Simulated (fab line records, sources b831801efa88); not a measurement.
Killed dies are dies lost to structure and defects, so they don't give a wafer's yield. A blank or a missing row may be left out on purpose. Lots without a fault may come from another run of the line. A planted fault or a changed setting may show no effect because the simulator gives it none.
A struck lot beside a sound one | flow sky130 | 35 steps out of a route of 708
Sound: wafers L613.1, L613.2, L613.6. Struck: wafer L615.5. (L615.2 of the same lot was not struck and is left out.) The cause comes at the end.
At each step with rows: each side's tool, then ch and its chambers, then its first start. Under that, the readings that differ: sound wafers | struck wafers | difference of the means | sigmas: that difference in standard deviations of wafers without a fault.
alike: readings whose means differ by less than 2 such deviations, and words and numbers that are the same on both sides. not compared: withheld readings, readings that some wafer has no value for, bounds like >300 that may hide the same value, and numbers for which the record gives no deviation and whose values overlap.
The two part at a step that has a row with sigmas, a row that says differs or no value, or rows on one side only. Numbers that don't overlap but have no deviation are shown without sigmas and don't part them. A reading that every wafer of one side lacks parts them only if that side has two wafers or more.

first, 6 steps without rows for these wafers: SKY_METAL5_HMDS_08 (prime time 60 s); SKY_METAL5_COAT_09 (resist thk 1800 nm); SKY_METAL5_SOFTBAKE_10 (time 60 s); SKY_METAL5_EXPOSE_11 (exposes mask MM5, target cd 1600 nm); SKY_METAL5_PEB_12; SKY_METAL5_DEVELOP_13 (develop time 60 s).
SKY_METAL5_DESCUM_14: chemistry O2, time 11 s.
  sound on rie_metal-03 ch 0,1, day 44 05:15; struck on rie_metal-01 ch 1, day 45 00:48
  alike: drypump_motor_current_A, oes_product_au
  not compared: rf_hours_counter_h
SKY_METAL5_METAL_ETCH_15: etches the open film in Cl2/BCl3, stops on SiO2, target depth 1260 nm, time 252 s.
  sound on rie_metal-03 ch 0,1, day 44 05:17; struck on rie_metal-01 ch 1, day 45 00:50
  reading               | sound             | struck | difference | sigmas
  bcl3_flow_sccm (sccm) | 29.93 30.11 30.08 | 29.84  | -0.20      | -2
  alike: drypump_motor_current_A, oes_product_au, throttle_valve_pct
  not compared: rf_hours_counter_h
SKY_METAL5_STRIP_16: strips in O2/N2.
  sound on plasma_asher-02 ch 0,1, day 44 05:31; struck on plasma_asher-02 ch 0, day 45 01:04
  alike: drypump_motor_current_A, o2_flow_sccm, oes_product_au, strip_time_to_endpoint_s
  not compared: rf_hours_counter_h
then, 3 steps without rows for these wafers: SKY_METAL5_STRIP_17 (strips in post etch residue remover, time 1200 s); SKY_METAL5_CLEAN_18 (cleans in IPA, time 180 s); SKY_METAL5_CLEAN_19 (cleans in O3/DIW).
SKY_PASSIVATION_CVD_00: deposits SiO2, target thk 90 nm.
  sound on pecvd-02 ch 0,1,2, day 44 06:24; struck on pecvd-02 ch 0, day 45 01:43
  reading                                      | sound             | struck | difference | sigmas
  model.SiO2_of_PASSIVATION_CVD_00.thk_nm (nm) | 88.36 88.11 90.27 | 65.19  | -23.72     |
  alike: heater_power_w, susceptor_temp_C
SKY_PASSIVATION_THK_MEAS_01:
  sound on film_metro-01, day 44 06:25; struck on film_metro-03, day 45 01:44
  reading                     | sound          | struck | difference | sigmas
  PASSIVATION_CVD_00_THK (nm) | 88.4 88.1 90.3 | 65.2   | -23.7      | -16
SKY_PASSIVATION_CVD_02: deposits Si3N4, target thk 540 nm.
  sound on pecvd-01 ch 1,2, day 44 06:29; struck on pecvd-03 ch 0, day 45 01:47
  alike: heater_power_w, susceptor_temp_C
SKY_PASSIVATION_THK_MEAS_03:
  sound on film_metro-02, day 44 06:42; struck on film_metro-01, day 45 02:02
  alike: PASSIVATION_CVD_02_THK
then, 7 steps without rows for these wafers: SKY_PASSIVATION_DEHYDRATE_04 (time 60 s); SKY_PASSIVATION_HMDS_05 (prime time 60 s); SKY_PASSIVATION_COAT_06 (resist thk 3000 nm); SKY_PASSIVATION_SOFTBAKE_07; SKY_PASSIVATION_EXPOSE_08 (exposes mask NSM, target cd 3000 nm); SKY_PASSIVATION_PEB_09; SKY_PASSIVATION_DEVELOP_10 (develop time 60 s).
SKY_PASSIVATION_ETCH_11: etches the open film in CF4/O2, stops on AlCu, target depth 725 nm, time 161.1 s.
  sound on rie_diel-01 ch 2,3, day 45 04:40; struck on rie_diel-02 ch 3, day 45 23:17
  reading                                 | sound             | struck | difference | sigmas
  model.PASSIVATION.feature_depth_nm (nm) | 698.6 709.2 721.8 | 690.6  | -19.3      |
  model.etch.depth_nm (nm)                | 698.6 709.2 721.8 | 690.6  | -19.3      |
  alike: drypump_motor_current_A, oes_product_au, throttle_valve_pct
  not compared: rf_hours_counter_h
then, 8 steps without rows for these wafers: SKY_PASSIVATION_STRIP_12 (strips in O2/N2); SKY_PAD_OPEN_DEHYDRATE_00 (time 60 s); SKY_PAD_OPEN_HMDS_01 (prime time 60 s); SKY_PAD_OPEN_COAT_02 (resist thk 3000 nm); SKY_PAD_OPEN_SOFTBAKE_03; SKY_PAD_OPEN_EXPOSE_04 (exposes mask PDM, target cd 60000 nm); SKY_PAD_OPEN_PEB_05; SKY_PAD_OPEN_DEVELOP_06 (develop time 60 s).
SKY_PAD_OPEN_ETCH_07: etches the open film in CF4/O2, stops on AlCu, target depth 725 nm, time 161.1 s.
  sound on rie_diel-02 ch 0,1, day 46 01:35; struck on rie_diel-02 ch 3, day 46 20:14
  reading                              | sound             | struck | difference | sigmas
  drypump_motor_current_A (A)          | 5.9 6.0 6.0       | 5.1    | -0.9       | -3
  oes_product_au (a.u.)                | 0.978 0.979 0.976 | 0.961  | -0.017     | -2
  model.etch.depth_nm (nm)             | 698.6 709.2 705.2 | 690.6  | -13.7      |
  model.PAD_OPEN.feature_depth_nm (nm) | 698.6 709.2 705.2 | 690.6  | -13.7      |
  alike: throttle_valve_pct
  not compared: rf_hours_counter_h
SKY_PAD_OPEN_STRIP_08: strips in O2/N2.
  sound on plasma_asher-01 ch 0,1, day 46 01:42; struck on plasma_asher-03 ch 1, day 46 20:20
  reading                     | sound          | struck | difference | sigmas
  drypump_motor_current_A (A) | 5.23 5.47 5.22 | 5.95   | +0.64      | +3
  alike: o2_flow_sccm, oes_product_au
  not compared: rf_hours_counter_h
SKY_PAD_OPEN_PROBE_99:
  the record has rows for the sound wafers here (prober-02, day 46 03:55) and none for the struck ones

WHERE THEY PART
First at SKY_METAL5_METAL_ETCH_15; last, within this record, at SKY_PAD_OPEN_PROBE_99.

WHY: what the simulator had put in
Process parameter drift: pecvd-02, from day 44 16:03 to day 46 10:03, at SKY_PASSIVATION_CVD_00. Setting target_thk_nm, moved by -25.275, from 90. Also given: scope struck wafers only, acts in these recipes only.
